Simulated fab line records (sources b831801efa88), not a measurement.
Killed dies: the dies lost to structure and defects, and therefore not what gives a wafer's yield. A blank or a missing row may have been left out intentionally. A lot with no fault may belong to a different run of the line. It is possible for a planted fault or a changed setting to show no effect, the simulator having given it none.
Which tool did it? / flow gf180mcu / Sampling: 13 lots, 39 wafers, 4 of 602 route steps

## WHAT THE GAUGES SHOWED, per wafer
GF_PASSIVATION_BOW_MEAS_14. Usual: PASSIVATION_BOW 136 um, standard deviation 8.5.
lot=L789; measured=day 28 19:37; on=filmMetro-02; PASSIVATION_BOW (um)=138 139 143; flag=
lot=L790; measured=day 28 20:59; on=filmMetro-04; PASSIVATION_BOW (um)=142 140 139; flag=
lot=L794; measured=day 30 09:07; on=filmMetro-03; PASSIVATION_BOW (um)=129 134 133; flag=
lot=L795; measured=day 30 16:23; on=filmMetro-03; PASSIVATION_BOW (um)=131 143 139; flag=
lot=L796; measured=day 30 21:01; on=filmMetro-04; PASSIVATION_BOW (um)=126 128 145; flag=
lot=L801; measured=day 32 15:46; on=filmMetro-04; PASSIVATION_BOW (um)=144 142 142; flag=
lot=L802; measured=day 32 21:40; on=filmMetro-04; PASSIVATION_BOW (um)=145 131 144; flag=
lot=L803; measured=day 33 02:12; on=filmMetro-04; PASSIVATION_BOW (um)=150 144 147; flag=
lot=L804; measured=day 33 09:18; on=filmMetro-02; PASSIVATION_BOW (um)=126 141 143; flag=
lot=L807; measured=day 34 01:22; on=filmMetro-03; PASSIVATION_BOW (um)=123 109 132; flag=
lot=L809; measured=day 34 11:47; on=filmMetro-04; PASSIVATION_BOW (um)=143 123 138; flag=
lot=L810; measured=day 34 18:45; on=filmMetro-04; PASSIVATION_BOW (um)=126 130 123; flag=
lot=L811; measured=day 34 23:21; on=filmMetro-04; PASSIVATION_BOW (um)=135 142 126; flag=

## WHICH TOOL RAN EACH LOT (tool, then ch and the chambers of the sampled wafers, then the start)
lot=L789; GF_V4_CVD_00=hdpcvd-01 ch 0,1, day 23 03:31; GF_V5_SPUTTER_21=pvdSputter-03, day 27 00:50; GF_TOP_METAL_SPUTTER_00=pvdSputter-01, day 27 01:32
lot=L790; GF_V4_CVD_00=hdpcvd-02 ch 0,1,2, day 23 08:37; GF_V5_SPUTTER_21=pvdSputter-02, day 27 02:58; GF_TOP_METAL_SPUTTER_00=pvdSputter-04, day 27 03:38
lot=L794; GF_V4_CVD_00=hdpcvd-01 ch 0,1,2, day 25 00:34; GF_V5_SPUTTER_21=pvdSputter-02, day 28 15:54; GF_TOP_METAL_SPUTTER_00=pvdSputter-03, day 28 16:35
lot=L795; GF_V4_CVD_00=hdpcvd-02 ch 0,1,2, day 25 10:26; GF_V5_SPUTTER_21=pvdSputter-03, day 28 23:47; GF_TOP_METAL_SPUTTER_00=pvdSputter-03, day 29 00:29
lot=L796; GF_V4_CVD_00=hdpcvd-01 ch 0,1,2, day 25 15:54; GF_V5_SPUTTER_21=pvdSputter-02, day 29 05:49; GF_TOP_METAL_SPUTTER_00=pvdSputter-03, day 29 06:31
lot=L801; GF_V4_CVD_00=hdpcvd-02 ch 0,1,2, day 27 17:45; GF_V5_SPUTTER_21=pvdSputter-04, day 31 01:59; GF_TOP_METAL_SPUTTER_00=pvdSputter-03, day 31 02:41
lot=L802; GF_V4_CVD_00=hdpcvd-01 ch 0,1, day 28 02:38; GF_V5_SPUTTER_21=pvdSputter-03, day 31 08:37; GF_TOP_METAL_SPUTTER_00=pvdSputter-01, day 31 09:18
lot=L803; GF_V4_CVD_00=hdpcvd-01 ch 0,1, day 28 05:38; GF_V5_SPUTTER_21=pvdSputter-02, day 31 12:59; GF_TOP_METAL_SPUTTER_00=pvdSputter-03, day 31 13:41
lot=L804; GF_V4_CVD_00=hdpcvd-01 ch 0,1, day 28 15:43; GF_V5_SPUTTER_21=pvdSputter-02, day 31 20:44; GF_TOP_METAL_SPUTTER_00=pvdSputter-01, day 31 21:25
lot=L807; GF_V4_CVD_00=hdpcvd-01 ch 0,1,2, day 29 10:45; GF_V5_SPUTTER_21=pvdSputter-02, day 32 14:05; GF_TOP_METAL_SPUTTER_00=pvdSputter-03, day 32 14:47
lot=L809; GF_V4_CVD_00=hdpcvd-02 ch 1,2, day 29 22:19; GF_V5_SPUTTER_21=pvdSputter-02, day 33 00:53; GF_TOP_METAL_SPUTTER_00=pvdSputter-01, day 33 01:34
lot=L810; GF_V4_CVD_00=hdpcvd-02 ch 0,1,2, day 30 09:01; GF_V5_SPUTTER_21=pvdSputter-03, day 33 08:49; GF_TOP_METAL_SPUTTER_00=pvdSputter-01, day 33 09:30
lot=L811; GF_V4_CVD_00=hdpcvd-01 ch 0,1,2, day 30 11:07; GF_V5_SPUTTER_21=pvdSputter-04, day 33 12:59; GF_TOP_METAL_SPUTTER_00=pvdSputter-03, day 33 13:53
- GF_V4_CVD_00: deposits SiO2, target thk 600 nm, time 100 s.
- GF_V5_SPUTTER_21: material Ti, target thk 15 nm, time 80.02 s.
- GF_TOP_METAL_SPUTTER_00: material Ti, target thk 37.5 nm, time 150 s.

## WHAT THE TOOLS THEMSELVES READ (means of the sampled wafers that have a number; where no wafer has one, the mark that the record gives instead)
GF_V5_SPUTTER_21. Usual: 30.6 % for throttleValvePct, sd 1.1.
lot=L789; tool=pvdSputter-03; throttleValvePct (%)=30.8; flag=
lot=L790; tool=pvdSputter-02; throttleValvePct (%)=31.6; flag=
lot=L794; tool=pvdSputter-02; throttleValvePct (%)=29.5; flag=
lot=L795; tool=pvdSputter-03; throttleValvePct (%)=30.1; flag=
lot=L796; tool=pvdSputter-02; throttleValvePct (%)=32.2; flag=
lot=L801; tool=pvdSputter-04; throttleValvePct (%)=30.6; flag=
lot=L802; tool=pvdSputter-03; throttleValvePct (%)=30.1; flag=
lot=L803; tool=pvdSputter-02; throttleValvePct (%)=31.1; flag=
lot=L804; tool=pvdSputter-02; throttleValvePct (%)=31.5; flag=
lot=L807; tool=pvdSputter-02; throttleValvePct (%)=30.9; flag=
lot=L809; tool=pvdSputter-02; throttleValvePct (%)=31.7; flag=
lot=L810; tool=pvdSputter-03; throttleValvePct (%)=30.3; flag=
lot=L811; tool=pvdSputter-04; throttleValvePct (%)=30.6; flag=

GF_TOP_METAL_SPUTTER_00. Usual: 30.2 % for throttleValvePct, sd 0.81.
lot=L789; tool=pvdSputter-01; throttleValvePct (%)=30.2; flag=
lot=L790; tool=pvdSputter-04; throttleValvePct (%)=30.6; flag=
lot=L794; tool=pvdSputter-03; throttleValvePct (%)=30.1; flag=
lot=L795; tool=pvdSputter-03; throttleValvePct (%)=29.9; flag=
lot=L796; tool=pvdSputter-03; throttleValvePct (%)=29.6; flag=
lot=L801; tool=pvdSputter-03; throttleValvePct (%)=30.2; flag=
lot=L802; tool=pvdSputter-01; throttleValvePct (%)=29.8; flag=
lot=L803; tool=pvdSputter-03; throttleValvePct (%)=30.8; flag=
lot=L804; tool=pvdSputter-01; throttleValvePct (%)=29.5; flag=
lot=L807; tool=pvdSputter-03; throttleValvePct (%)=30.3; flag=
lot=L809; tool=pvdSputter-01; throttleValvePct (%)=30.5; flag=
lot=L810; tool=pvdSputter-01; throttleValvePct (%)=29.9; flag=
lot=L811; tool=pvdSputter-03; throttleValvePct (%)=29.9; flag=

## THE ANSWER, worked out from the rows above alone
Rule: a lot counts as off when the mean over its wafers that have a number is more than 3 standard deviations away from the usual mean. Also off: a lot with no number at a reading for which 4 or more lots have one. Where the step has rows for the other lots, those lots are counted as sound. After the gauges, taken in route order, come the tools' own readings; for these a lot's mean is taken, as printed above. At the first step where some lot is off, the reading lying furthest off is the one used; lots without a number count as furthest.
No lot is off on any of the readings shown, so nothing can be concluded from this.

## WHAT THE SIMULATOR PUT IN
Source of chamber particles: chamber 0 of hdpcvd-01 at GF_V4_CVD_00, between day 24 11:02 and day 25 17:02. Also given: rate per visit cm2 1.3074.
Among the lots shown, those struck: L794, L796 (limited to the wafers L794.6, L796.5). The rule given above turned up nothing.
